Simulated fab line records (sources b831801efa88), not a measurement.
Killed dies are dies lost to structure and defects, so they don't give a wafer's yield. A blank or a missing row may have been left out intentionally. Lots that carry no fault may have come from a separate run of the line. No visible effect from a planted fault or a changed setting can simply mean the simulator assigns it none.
A lot that was struck, set against a sound lot    flow sky130    20 out of 708 route steps
Sound: wafers L187.2, L187.3, L187.4. Wafers L198.2, L198.4, L198.5 were the ones struck. The cause is given at the end.
Per side, at each step with rows, come the tool, then ch with its chambers, and then its first start. Under that, the readings that differ: sound wafers    struck wafers    difference of the means    sigmas: that difference in standard deviations of wafers without a fault.
alike: a reading whose means differ by less than 2 such deviations, as well as words and numbers matching on both sides. not compared: withheld readings; readings where some wafer has no value; bounds like >300 that might hide an equal value; numbers whose values overlap and for which the record gives no deviation.
A row with sigmas, a row that says differs or no value, or rows on one side alone: a step with any of these is where the two part. Numbers that have no deviation but don't overlap get no sigmas and don't part them. A reading missing from all wafers of one side parts the sides only when that side holds two or more wafers.

SKY_LDD_HVP_OVL_MEAS_07:
  struck on overlay-01, day 26 09:14; sound on overlay-02, day 22 02:14
  alike: LDD_HVP_OVL
then, 1 step without rows for these wafers: SKY_LDD_HVP_IMPLANT_08.
SKY_LDD_HVP_STRIP_09: strips in O2/N2.
  sound on plasma-asher-01 ch 0,1, day 22 02:25; struck on plasma-asher-02 ch 0,1, day 26 09:25
  alike: drypump-motor-current-A, o2-flow-sccm, oes-product-au, strip-time-to-endpoint-s
  not compared: rf-hours-counter-h
SKY_LDD_HVP_TW_MEAS_10:
  struck on film-metro-02, day 26 09:31; sound on film-metro-04, day 22 02:32
reading     sound        struck       difference  sigmas
LDD_HVP_TW  450 450 448  463 462 460  +12         +4
then, 7 steps without rows for these wafers: SKY_LDD_LDN_DEHYDRATE_00 (time 60 s); SKY_LDD_LDN_HMDS_01 (prime time 60 s); SKY_LDD_LDN_COAT_02 (resist thk 1140 nm); SKY_LDD_LDN_SOFTBAKE_03 (time 60 s); SKY_LDD_LDN_EXPOSE_04 (exposes mask LDNTM, target cd 700 nm); SKY_LDD_LDN_PEB_05; SKY_LDD_LDN_DEVELOP_06 (develop time 60 s).
SKY_LDD_LDN_OVL_MEAS_07:
  struck on overlay-01, day 27 14:16; sound on overlay-01, day 23 09:31
  alike: LDD_LDN_OVL
SKY_LDD_LDN_IMPLANT_08:
  sound on implanter-01 ch 0, day 23 09:35; struck on implanter-02 ch 0, day 27 14:38
  alike: beam-on-s, faraday-current-uA
then, 3 steps without rows for these wafers: SKY_LDD_LDN_IMPLANT_09; SKY_LDD_LDN_IMPLANT_10; SKY_LDD_LDN_IMPLANT_11.
SKY_LDD_LDN_STRIP_12: strips in O2/N2.
  sound on plasma-asher-02 ch 0,1, day 23 10:09; struck on plasma-asher-03 ch 0,1, day 27 15:13
  alike: drypump-motor-current-A, o2-flow-sccm, oes-product-au, strip-time-to-endpoint-s
  not compared: rf-hours-counter-h
SKY_LDD_LDN_TW_MEAS_13:
  struck on film-metro-02, day 27 15:37; sound on film-metro-04, day 23 10:16
reading     sound           struck          difference  sigmas
LDD_LDN_TW  1469 1462 1469  1589 1585 1586  +120        +8
then, 1 step without rows for these wafers: SKY_LDD_LDN_CLEAN_14 (cleans in SC1/SC2, time 150 s).
-- the record jumps here: 21 days lie between the struck wafers' starts before and after (it left off in module LDD_LDN and takes up again in module PAD_OPEN, whose first step shown is number 708 of the route) --
SKY_PAD_OPEN_PROBE_99:
  struck on prober-01, day 48 23:46; sound on prober-01, day 46 03:52
reading                          sound           struck          difference  sigmas
model.etest.tip-sonos.rs-ohm-sq  2831 2790 2769  2377 2431 2406  -392        
  alike: killed_at_M0_to_M3, killed_at_M4_up, killed-at-contacts, killed-at-front-end, killed-at-other, killed-dies, killed-open, killed-short

WHERE THEY PART
Last at SKY_LDD_LDN_TW_MEAS_13 as far as this record goes, first at SKY_LDD_HVP_TW_MEAS_10. Later steps at which nothing parts them and some readings are alike: SKY_PAD_OPEN_PROBE_99.

WHY: the cause the simulator had injected
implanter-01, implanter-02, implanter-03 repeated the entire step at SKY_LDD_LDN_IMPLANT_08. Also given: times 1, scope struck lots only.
